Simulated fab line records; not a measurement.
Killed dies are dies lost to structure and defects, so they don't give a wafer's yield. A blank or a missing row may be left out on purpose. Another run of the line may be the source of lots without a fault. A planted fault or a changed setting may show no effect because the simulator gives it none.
fab line records	flow sfq_line
record lots=6	wafers=18	last_day=92
route steps=325 shown M7@285 I7@296
lots that met no fault: taken from a fault-free run of the same line
start_h: start of the lot's first displayed wafer, in hours after the record's first day	wait_h: how many hours have passed since the lot's step before this one	" unchanged from the row above	L1.1+2: a row that stands for several wafers	- value missing, or start not given	* or withheld: withheld	< > ~ a bound
route shown NAME@n: NAME is a module with steps in the file, n the number in the route of the first one	usual: mean/standard deviation taken from wafers without a fault	same: alike in all rows	chamber/n: place in a boat	sites: readings site by site	_std_site: standard deviation across them	_edge_site: mean of outer sites minus mean of inner sites	radius_mm: how far each site lies from the wafer's centre	mask NAME#n: copy n	behind: tool/chamber where the wafer was last shaped	hold: cause of the lot's hold/its duration in hours/its outcome	device: transistor that didn't switch, given as n, p or np	end of line: tests of these same wafers at the route's end	a step given without rows: its recipe and nothing more	killed: at the first sort, the dies lost to defects and structure; wafer yield is something else	map: per-die view of a wafer (x killed, . not killed, _ where there is no die)
set.NAME: the run value of the setting; set.NAME@STEP: its run value at that earlier step	model.NAME: the simulator's own value behind a step, which no gauge read
lots seen at some steps along the route; tables by step, rows by wafer
services: a tool's chamber out of use, with start hour (start_h, from the record's first day; less than 0 if before it), hours out, and reason
## steps
# step SFQ_TRILAYER_M7_LITHO_COAT_182
# recipe resist=BARC	spin_rpm=3000	resist_thk_nm=62
# step SFQ_TRILAYER_M7_LITHO_COAT_177
# recipe resist=KrF	spin_rpm=3000	resist_thk_nm=600
# step SFQ_TRILAYER_M7_LITHO_SOFTBAKE_181
# recipe temp_c=withheld	time_s=withheld	resist=KrF
# step SFQ_TRILAYER_M7_LITHO_EXPOSE_178
# recipe mask_id=M7	na=0.6	source_shape=conventional	sigma_outer=0.65	target_cd_nm=500	dose_mj=14.4
# step SFQ_TRILAYER_M7_LITHO_PEB_180
# recipe peb_temp_c=115	peb_time_s=60	resist=KrF
# step SFQ_TRILAYER_M7_LITHO_DEVELOP_179
# recipe time_s=60	resist=KrF
# step SFQ_M7_OVL_MEAS_945
# usual M7_OVL=-2/4.3
lot.wafer	tool	chamber	start_h	wait_h	M7_OVL[nm]
L846.1	overlay-01	-	1801.21	0.1	-5
L846.3	"	-	"	"	-3
L846.4	"	-	"	"	2
L849.1	overlay-02	-	1817.02	0.1	-7
L849.2	"	-	"	"	-2
L849.3	"	-	"	"	-4
L859.1	overlay-01	-	2035.22	0.1	2
L859.2	"	-	"	"	6
L859.4	"	-	"	"	5
L861.1	overlay-02	-	2045.05	0.1	-10
L861.4	"	-	"	"	-3
L861.5	"	-	"	"	-5
L867.1	overlay-01	-	2117.30	0.1	-2
L867.2	"	-	"	"	-5
L867.6	"	-	"	"	-5
L868.1	overlay-01	-	2124.62	0.1	0
L868.4	"	-	"	"	-3
L868.6	"	-	"	"	-2
# step SFQ_TRILAYER_M7_BARC_OPEN_METAL_ETCH_229
# recipe mask_material=PR	chemistry=O2	target_depth_nm=125	target=BARC	icp_w=600	bias_w=80	pressure_mtorr=10	time_s=41.7
# usual drypump_motor_current_A=5.71/0.22	oes_product_au=0.686/0.0047	rf_fwd_power_W=593.3/2
lot.wafer	tool	chamber	start_h	wait_h	drypump_motor_current_A	oes_product_au	rf_fwd_power_W	rf_hours_counter_h
L846.1	rie_metal-03	0	1801.25	0.0	5.92	0.683	592.0	91
L846.3	"	0	"	"	5.89	0.686	594.0	-
L846.4	"	1	"	"	5.71	0.687	593.3	-
L849.1	rie_metal-01	0	1817.05	0.0	5.52	0.697	589.0	118
L849.2	"	1	"	"	5.43	0.678	594.1	96
L849.3	"	1	"	"	5.42	0.687	593.0	-
L859.1	rie_metal-04	1	2035.26	0.0	6.15	0.680	593.2	73
L859.2	"	0	"	"	5.76	0.681	594.9	107
L859.4	"	1	"	"	6.16	0.683	594.7	-
L861.1	rie_metal-03	1	2045.08	0.0	5.74	0.686	592.3	90
L861.4	"	1	"	"	5.71	0.685	593.6	-
L861.5	"	1	"	"	5.72	0.679	591.9	-
L867.1	rie_metal-01	1	2117.33	0.0	5.44	0.689	593.5	0
L867.2	"	0	"	"	5.52	0.688	591.6	25
L867.6	"	0	"	"	5.53	0.679	593.1	-
L868.1	rie_metal-04	0	2124.66	0.0	5.77	0.690	593.7	118
L868.4	"	1	"	"	6.15	0.694	593.6	-
L868.6	"	1	"	"	6.13	0.685	592.7	-
# step SFQ_TRILAYER_M7_ETCH_METAL_ETCH_180
# recipe target=Nb	stop_on=SiO2	mask_material=PR	chemistry=Cl2/Ar	target_depth_nm=240	icp_w=600	bias_w=80	pressure_mtorr=10	time_s=120
# usual drypump_motor_current_A=5.71/0.22	oes_product_au=0.894/0.0064	rf_fwd_power_W=596.9/1.8
lot.wafer	tool	chamber	start_h	wait_h	drypump_motor_current_A	oes_product_au	rf_fwd_power_W	rf_hours_counter_h
L846.1	rie_metal-03	0	1801.31	0.0	5.85	0.884	595.1	91
L846.3	"	0	"	"	5.89	0.897	595.9	-
L846.4	"	1	"	"	5.76	0.896	599.6	-
L849.1	rie_metal-01	0	1817.11	0.0	5.51	0.899	599.8	119
L849.2	"	1	"	"	5.46	0.890	597.3	96
L849.3	"	1	"	"	5.43	0.883	599.5	-
L859.1	rie_metal-04	1	2035.32	0.0	6.15	0.883	600.2	73
L859.2	"	0	"	"	5.77	0.895	595.0	107
L859.4	"	1	"	"	6.15	0.901	599.7	-
L861.1	rie_metal-03	1	2045.20	0.1	5.72	0.884	592.3	90
L861.4	"	1	"	"	5.76	0.892	596.1	-
L861.5	"	1	"	"	5.76	0.888	594.5	-
L867.1	rie_metal-01	1	2117.39	0.0	5.44	0.900	596.5	0
L867.2	"	0	"	"	5.53	0.887	595.1	25
L867.6	"	0	"	"	5.53	0.900	597.6	-
L868.1	rie_metal-04	0	2124.72	0.0	5.78	0.882	597.5	118
L868.4	"	1	"	"	6.18	0.903	596.1	-
L868.6	"	1	"	"	6.15	0.894	598.5	-
# step SFQ_TRILAYER_M7_STRIP_STRIP_181
# recipe gas=O2	power_w=200	platen_temp_c=40	overash_fraction=0.65	chemistry=O2	pressure_mtorr=50
# usual drypump_motor_current_A=5.70/0.22	oes_product_au=1.001/0.0086
lot.wafer	tool	chamber	start_h	wait_h	drypump_motor_current_A	oes_product_au	rf_hours_counter_h
L846.1	rie_metal-03	0	1801.43	0.1	5.88	0.990	91
L846.3	"	0	"	"	5.89	0.994	-
L846.4	"	1	"	"	5.76	0.996	-
L849.1	rie_metal-01	0	1817.24	0.1	5.49	1.006	119
L849.2	"	1	"	"	5.44	0.994	96
L849.3	"	1	"	"	5.44	1.001	-
L859.1	rie_metal-04	1	2035.44	0.1	6.14	1.004	73
L859.2	"	0	"	"	5.77	0.991	107
L859.4	"	1	"	"	6.16	0.992	-
L861.1	rie_metal-03	1	2045.45	0.2	5.73	1.004	90
L861.4	"	1	"	"	5.71	0.998	-
L861.5	"	1	"	"	5.77	0.995	-
L867.1	rie_metal-01	1	2117.52	0.1	5.43	0.995	0
L867.2	"	0	"	"	5.53	1.012	25
L867.6	"	0	"	"	5.52	1.004	-
L868.1	rie_metal-04	0	2124.84	0.1	5.78	1.005	119
L868.4	"	1	"	"	6.20	0.997	-
L868.6	"	1	"	"	6.12	1.003	-
# step SFQ_TRILAYER_M7_STRIP_SOLV_CLEAN_182
# recipe chemistry=NMP	temp_c=70	time_s=600
# step SFQ_TRILAYER_I7_DEP_PECVD_183
# recipe material=SiO2	temp_c=150	time_s=111.11	pressure_torr=2.4	rf_w=183.3	precursor=SiH4/N2O	target_thk_nm=500
# usual chamber_pressure_Torr=2.399/0.005	heater_power_outer_w=33/8.3	heater_power_w=90/13	rf_fwd_power_W=182.4/0.6	showerhead_vpp_V=832/39	throttle_valve_pct=24.1/1.2
lot.wafer	tool	chamber	start_h	wait_h	chamber_pressure_Torr	heater_power_outer_w	heater_power_w	rf_fwd_power_W	showerhead_vpp_V	throttle_valve_pct	model.SiO2_of_TRILAYER_I7_DEP_PECVD_183.thk_nm
L846.1	pecvd-01	1	1802.21	0.0	2.399	50	122	182.2	820	22.7	502.8
L846.3	"	2	"	"	2.398	35	89	181.7	833	24.8	497
L846.4	"	2	"	"	2.402	35	89	182.1	823	24.7	505.5
L849.1	pecvd-03	1	1818.19	0.0	2.399	28	80	182.6	895	23.0	493.6
L849.2	"	0	"	"	2.408	29	84	182.3	790	24.9	501.8
L849.3	"	2	"	"	2.399	34	96	181.5	850	22.8	489.9
L859.1	pecvd-03	0	2036.22	0.0	2.398	4	50	256.7	924	25.2	558
L859.2	"	2	"	"	2.392	21	76	255.3	990	23.7	551
L859.4	"	2	"	"	2.398	23	80	255.3	986	23.6	563.5
L861.1	pecvd-03	1	2046.83	0.0	2.401	8	53	256.0	1057	23.8	547.2
L861.4	"	0	"	"	2.401	0	44	255.7	929	25.4	562.5
L861.5	"	2	"	"	2.410	14	69	255.2	995	23.4	558.8
L867.1	pecvd-02	2	2118.29	0.0	2.395	29	87	182.1	756	24.3	502.2
L867.2	"	0	"	"	2.394	29	91	182.3	846	23.3	491.1
L867.6	"	0	"	"	2.401	31	93	182.3	845	23.2	507.1
L868.1	pecvd-03	0	2125.62	0.0	2.399	29	81	182.6	787	25.2	494.1
L868.4	"	1	"	"	2.399	20	71	182.2	883	23.3	504
L868.6	"	2	"	"	2.399	29	85	181.8	845	23.8	492.7
# step SFQ_TRILAYER_I7_CMP_CMP_184
# recipe material=SiO2	down_force_psi=3	platen_rpm=60	pad_velocity_m_s=0.94248
# usual motor_current_A=10.0/1.1	time_to_endpoint_s=217/8.1
lot.wafer	tool	chamber	start_h	wait_h	motor_current_A	time_to_endpoint_s
L846.1	cmp-02	1	1805.51	3.3	10.0	228
L846.4	"	2	"	"	8.1	221
L846.3	"	3	"	"	11.1	213
L849.3	cmp-01	2	1833.01	14.8	10.2	208
L849.1	"	3	"	"	10.5	213
L849.2	"	0	"	"	9.7	226
L859.1	cmp-02	1	2038.70	2.4	9.9	267
L859.2	"	3	2039.70	3.4	11.5	257
L859.4	"	0	"	"	10.1	275
L861.1	cmp-02	3	2047.41	0.5	10.8	250
L861.4	"	0	"	"	10.5	266
L861.5	"	3	2049.41	2.5	11.2	255
L867.2	cmp-01	2	2118.37	0.0	9.8	206
L867.1	"	3	"	"	10.4	218
L867.6	"	3	2120.87	2.5	10.0	229
L868.1	cmp-02	3	2126.20	0.5	11.1	209
L868.4	"	1	2127.20	1.5	10.1	216
L868.6	"	3	2128.20	2.5	11.5	200
# step SFQ_I7_BOW_MEAS_946
# recipe mode=bow
# usual I7_BOW=7/11
lot.wafer	tool	chamber	start_h	wait_h	I7_BOW[um]
L846.1	film_metro-03	-	1808.73	2.7	12
L846.3	"	-	"	"	12
L846.4	"	-	"	"	7
L849.1	film_metro-02	-	1836.01	2.0	-13
L849.2	"	-	"	"	-12
L849.3	"	-	"	"	-6
L859.1	film_metro-01	-	2041.70	2.5	-5
L859.2	"	-	"	"	-8
L859.4	"	-	"	"	-14
L861.1	film_metro-03	-	2049.91	2.0	24
L861.4	"	-	"	"	21
L861.5	"	-	"	"	18
L867.1	film_metro-01	-	2121.37	2.0	-5
L867.2	"	-	"	"	5
L867.6	"	-	"	"	1
L868.1	film_metro-01	-	2128.70	2.0	-3
L868.4	"	-	"	"	-15
L868.6	"	-	"	"	-12
## services
tool	chamber	start_h	hours	kind
cmp-01	-	1787.92	4.0	pm
pecvd-03	-	1797.65	20.5	repair
cmp-01	-	1798.74	2.7	repair
pecvd-03	2	1802.81	4.7	repair
rie_metal-04	-	1804.38	14.6	pm
pecvd-03	-	1809.10	1.3	repair
pecvd-03	-	1823.93	14.6	pm
rie_metal-04	-	1842.25	0.8	repair
cmp-01	-	1866.36	0.3	repair
rie_metal-04	1	1879.19	17.4	repair
cmp-02	-	1907.58	3.4	repair
cmp-01	-	1918.68	16.3	pm
rie_metal-03	-	1921.86	2.8	pm
cmp-02	-	1930.16	0.3	repair
cmp-02	-	1939.08	4.0	pm
rie_metal-04	0	1944.04	10.8	repair
cmp-01	-	1982.22	0.5	repair
cmp-01	-	1984.74	4.3	pm
rie_metal-03	0	1993.56	3.7	repair
pecvd-03	-	2000.80	2.8	pm
cmp-02	-	2001.46	0.5	repair
rie_metal-04	-	2002.76	4.1	repair
pecvd-03	0	2005.89	2.6	repair
cmp-02	-	2016.94	3.1	repair
## key
first_sign step=SFQ_TRILAYER_I7_DEP_PECVD_183	reading=rf_fwd_power_W	direction=up	sigmas=99+	usual=182.4	struck=255.7
effect step=SFQ_TRILAYER_I7_DEP_PECVD_183	reading=showerhead_vpp_V	direction=up	sigmas=3.8	usual=832	struck=980
effect step=SFQ_TRILAYER_I7_CMP_CMP_184	reading=time_to_endpoint_s	direction=up	sigmas=5.5	usual=*	struck=*
model_effect step=SFQ_TRILAYER_I7_DEP_PECVD_183	value=SiO2_of_TRILAYER_I7_DEP_PECVD_183.thk_nm	without=503.7	struck=556.8
met_at SFQ_TRILAYER_I7_DEP_PECVD_183
struck_wafers L859.1,L859.2,L859.4,L861.1,L861.4,L861.5
onset_between 1818.19 2036.22
fault kind=process_parameter_drift	tool=pecvd-03	chamber=-	onset_h=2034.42	steps=SFQ_TRILAYER_I7_DEP_PECVD_183	channel=rf_w	offset=73.32	shape=step	end_h=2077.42	acts_in=these_recipes_only	stated=183.3
